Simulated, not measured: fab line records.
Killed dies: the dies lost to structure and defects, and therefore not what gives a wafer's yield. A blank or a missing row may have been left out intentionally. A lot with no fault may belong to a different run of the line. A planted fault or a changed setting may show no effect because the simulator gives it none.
Shared-tool check + flow sky130 + Lots sampled 11, wafers sampled 33

== REASON FOR OPENING ==
Of 11 lots, 1 have the reading LDD_P_TW flagged at SKY_LDD_P_TW_MEAS_11. No-fault wafers: 637.3, standard deviation 2.6.
Rule: a lot is flagged in two cases, either no wafer of it has a number, or all its wafers with numbers fall more than 4 standard deviations from that mean. The other lots count as sound.

| lot  | measured     | on            | LDD_P_TW, wafer by wafer | flag    |
|------|--------------|---------------|--------------------------|---------|
| L428 | day 19 01:32 | film_metro-01 | 635.7 635.6 639.1        |         |
| L430 | day 19 15:30 | film_metro-03 | 641.0 638.8 641.8        |         |
| L431 | day 20 02:27 | film_metro-03 | 29.9 30.0 30.1           | FLAGGED |
| L436 | day 22 13:11 | film_metro-03 | 638.9 634.1 633.9        |         |
| L441 | day 24 00:28 | film_metro-03 | 641.0 639.5 643.3        |         |
| L444 | day 25 05:48 | film_metro-03 | 635.0 636.4 638.0        |         |
| L443 | day 25 06:13 | film_metro-03 | 636.6 641.2 637.2        |         |
| L445 | day 26 13:59 | film_metro-03 | 636.4 638.0 640.0        |         |
| L446 | day 26 17:33 | film_metro-01 | 636.9 634.5 634.6        |         |
| L448 | day 26 21:27 | film_metro-03 | 637.8 640.3 638.1        |         |
| L451 | day 27 22:52 | film_metro-04 | 640.0 640.1 639.1        |         |
On average the flagged lots read 30.0, which is -607.3 against the usual, or -99 or more standard deviations.

== WHICH TOOL RAN EACH LOT ==
The record holds 2 process steps before the reading, out of a route of 708 steps. Cell contents, in order: the tool; ch with the chambers the sampled wafers went through; the start.
| lot  | flag    | SKY_GATE_OXIDE_STRIP_13              | SKY_LDD_P_EXPOSE_04                 |
|------|---------|--------------------------------------|-------------------------------------|
| L428 |         | plasma_asher-03 ch 0,1, day 13 21:13 | iline_stepper-02 ch 0, day 18 09:31 |
| L430 |         | plasma_asher-03 ch 0,1, day 14 09:20 | iline_stepper-01 ch 0, day 18 23:52 |
| L431 | FLAGGED | plasma_asher-04 ch 0,1, day 14 20:10 | iline_stepper-02 ch 0, day 19 11:42 |
| L436 |         | plasma_asher-03 ch 0,1, day 16 19:02 | iline_stepper-02 ch 0, day 21 23:11 |
| L441 |         | plasma_asher-04 ch 0,1, day 18 15:43 | iline_stepper-01 ch 0, day 23 10:11 |
| L444 |         | plasma_asher-02 ch 0,1, day 19 12:57 | iline_stepper-02 ch 0, day 24 14:05 |
| L443 |         | plasma_asher-04 ch 0,1, day 18 23:24 | iline_stepper-02 ch 0, day 24 15:03 |
| L445 |         | plasma_asher-02 ch 0,1, day 20 22:06 | iline_stepper-01 ch 0, day 25 23:22 |
| L446 |         | plasma_asher-02 ch 0,1, day 21 10:28 | iline_stepper-01 ch 0, day 26 04:18 |
| L448 |         | plasma_asher-04 ch 1, day 21 18:37   | iline_stepper-02 ch 0, day 26 09:06 |
| L451 |         | plasma_asher-04 ch 0,1, day 22 12:03 | iline_stepper-02 ch 0, day 27 09:20 |
What these steps do:
- SKY_GATE_OXIDE_STRIP_13: strips in O2/N2.
- SKY_LDD_P_EXPOSE_04: exposes mask PSDM, target cd 380 nm.
- SKY_LDD_P_TW_MEAS_11

== FLAGGED OVER TOTAL, TOOL BY TOOL (the gauges that took the reading come last) ==
| step                    | tool             | lots run | flagged | share of the flagged lots | sound lots run after its first flagged lot |
|-------------------------|------------------|----------|---------|---------------------------|--------------------------------------------|
| SKY_GATE_OXIDE_STRIP_13 | plasma_asher-02  | 3        | 0       | none                      | -                                          |
| SKY_GATE_OXIDE_STRIP_13 | plasma_asher-03  | 3        | 0       | none                      | -                                          |
| SKY_GATE_OXIDE_STRIP_13 | plasma_asher-04  | 5        | 1       | all                       | 4 (L441,L443,L448,L451)                    |
| SKY_LDD_P_EXPOSE_04     | iline_stepper-01 | 4        | 0       | none                      | -                                          |
| SKY_LDD_P_EXPOSE_04     | iline_stepper-02 | 7        | 1       | all                       | 5 (L436,L444,L443,L448,L451)               |
| SKY_LDD_P_TW_MEAS_11    | film_metro-01    | 2        | 0       | none                      | -                                          |
| SKY_LDD_P_TW_MEAS_11    | film_metro-03    | 8        | 1       | all                       | 6 (L436,L441,L444,L443,L445,L448)          |
| SKY_LDD_P_TW_MEAS_11    | film_metro-04    | 1        | 0       | none                      | -                                          |

== THE TABLE: WHAT IT ALLOWS ==
Every flagged lot was run by 3 rows of the table: plasma_asher-04 at SKY_GATE_OXIDE_STRIP_13, iline_stepper-02 at SKY_LDD_P_EXPOSE_04 and film_metro-03 at SKY_LDD_P_TW_MEAS_11.
- plasma_asher-04 at SKY_GATE_OXIDE_STRIP_13 ran 5 lots, 1 of them flagged. Sound lots ran on it after the first flagged one (L441, L443, L448, L451), which a lasting fault on the whole tool wouldn't allow.
- iline_stepper-02 at SKY_LDD_P_EXPOSE_04 ran 7 lots, 1 of them flagged. Sound lots ran on it after the first flagged one (L436, L444, L443, L448, L451), which a lasting fault on the whole tool wouldn't allow.
- film_metro-03 at SKY_LDD_P_TW_MEAS_11 ran 8 lots, 1 of them flagged. Sound lots ran on it after the first flagged one (L436, L441, L444, L443, L445, L448), which a lasting fault on the whole tool wouldn't allow.
Not one row of the table ran every flagged lot while running no sound lot after the first.

== WHAT THE SIMULATOR HAD PUT IN ==
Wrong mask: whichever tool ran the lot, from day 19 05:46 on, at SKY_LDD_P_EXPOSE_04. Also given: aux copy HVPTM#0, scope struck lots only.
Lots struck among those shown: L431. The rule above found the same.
